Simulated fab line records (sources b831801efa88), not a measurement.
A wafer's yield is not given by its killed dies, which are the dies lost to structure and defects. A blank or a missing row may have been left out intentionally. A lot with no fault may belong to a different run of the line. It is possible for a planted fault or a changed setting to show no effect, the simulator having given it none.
A lot that was struck, set against a sound lot -- flow sky130 -- 17 out of 708 route steps
Sound: the wafers L355.1, L355.2, L355.4. Struck: wafers L369.2, L369.5, L369.6. The cause is given at the end.
Per side, at each step with rows, come the tool, then ch with its chambers, and then its first start. Under that, the readings that differ: sound wafers -- struck wafers -- difference of the means -- sigmas: that difference in standard deviations of wafers without a fault.
alike: same words and numbers on both sides, and readings whose means sit less than 2 such deviations apart. not compared: any withheld reading, any reading some wafer has no value for, any bound like >300 that may hide the same value, and any number with overlapping values for which the record gives no deviation.
Wherever a step has rows on one side only, a row that says differs or no value, or a row with sigmas, the two part there. Numbers that don't overlap but have no deviation are shown without sigmas and don't part them. A reading missing from all wafers of one side parts the sides only when that side holds two or more wafers.

SKY_LDD_P_OVL_MEAS_08:
  sound: overlay-02 at day 18 17:01; struck: overlay-01 at day 23 20:18
  alike: LDD_P_OVL
next, for these wafers, 1 step has no rows: SKY_LDD_P_IMPLANT_09.
SKY_LDD_P_STRIP_10: strips in O2/N2.
  sound on plasmaAsher-03 ch 0,1, day 18 17:11; struck on plasmaAsher-03 ch 0,1, day 23 20:29
  alike: drypumpMotorCurrentA, oesProductAu, stripTimeToEndpointS
  not compared: rfHoursCounterH
SKY_LDD_P_TW_MEAS_11:
  sound: filmMetro-03 at day 18 17:17; struck: filmMetro-01 at day 23 20:35
  alike: LDD_P_TW
then, 7 steps without rows for these wafers: SKY_LDD_HVN_DEHYDRATE_00 (time 60 s); SKY_LDD_HVN_HMDS_01 (prime time 60 s); SKY_LDD_HVN_COAT_02 (resist thk 300 nm); SKY_LDD_HVN_SOFTBAKE_03 (time 60 s); SKY_LDD_HVN_EXPOSE_04 (exposes mask HVNTM, target cd 700 nm); SKY_LDD_HVN_PEB_05; SKY_LDD_HVN_DEVELOP_06 (develop time 60 s).
SKY_LDD_HVN_OVL_MEAS_07:
  sound: overlay-02 at day 20 00:38; struck: overlay-01 at day 25 02:19
  alike: LDD_HVN_OVL
SKY_LDD_HVN_IMPLANT_08:
  sound on implanter-04 ch 0, day 20 00:40; struck on implanter-01 ch 0, day 25 02:22
reading,sound,struck,difference,sigmas
tiltDeg (degrees),40.014 40.001 40.009,0.007 -0.004 0.011,-40.003,-99 or more
SKY_LDD_HVN_STRIP_09: strips in O2/N2.
  sound on plasmaAsher-01 ch 0,1, day 20 00:49; struck on plasmaAsher-02 ch 0,1, day 25 02:29
  alike: drypumpMotorCurrentA, oesProductAu, stripTimeToEndpointS
  not compared: rfHoursCounterH
SKY_LDD_HVN_TW_MEAS_10:
  sound: filmMetro-02 at day 20 00:55; struck: filmMetro-04 at day 25 02:36
reading,sound,struck,difference,sigmas
LDD_HVN_TW,1425 1431 1429,1289 1284 1284,-143,-15
then, 1 step without rows for these wafers: SKY_LDD_HVP_DEHYDRATE_00 (time 60 s).
-- the record jumps here: 24 days lie between the struck wafers' starts before and after (it left off in module LDD_HVP and takes up again in module PAD_OPEN, whose first step shown is number 708 of the route) --
SKY_PAD_OPEN_PROBE_99:
  sound: prober-02 at day 45 11:59; struck: prober-02 at day 48 23:28
reading,sound,struck,difference,sigmas
model.etest.tip_n_5v.rsOhmSq,1391 1399 1399,991.3 993.1 988,-405.5,
model.etest.nfetG5v0d10v5.rOnOhmUm,1881 1902 1921,1833 1827 1839,-68,
model.etest.nfetG5v0d10v5.driveUaUm,598.3 602.5 596,620.1 621.6 617,+20.6,
model.etest.resNdiffHv.rsOhmSq,113.7 112.5 112.7,112 112.4 112.2,-1,
model.etest.nfetG5v0d10v5.vtSatV (V),0.7705 0.7663 0.7759,0.7489 0.7564 0.7519,-0.0185,
  alike: killed_at_M0_to_M3, killed_at_M4_up, killedAtContacts, killedAtFrontEnd, killedAtOther, killedDies, killedOnRim, killedOpen, killedShort

## WHERE THEY PART
First at SKY_LDD_HVN_IMPLANT_08; last, within this record, at SKY_LDD_HVN_TW_MEAS_10. Later steps at which nothing parts them and some readings are alike: SKY_PAD_OPEN_PROBE_99.

WHY: whatever the simulator had introduced
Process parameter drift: implanter-01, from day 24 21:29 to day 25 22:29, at SKY_LDD_HVN_IMPLANT_08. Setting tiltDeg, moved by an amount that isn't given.
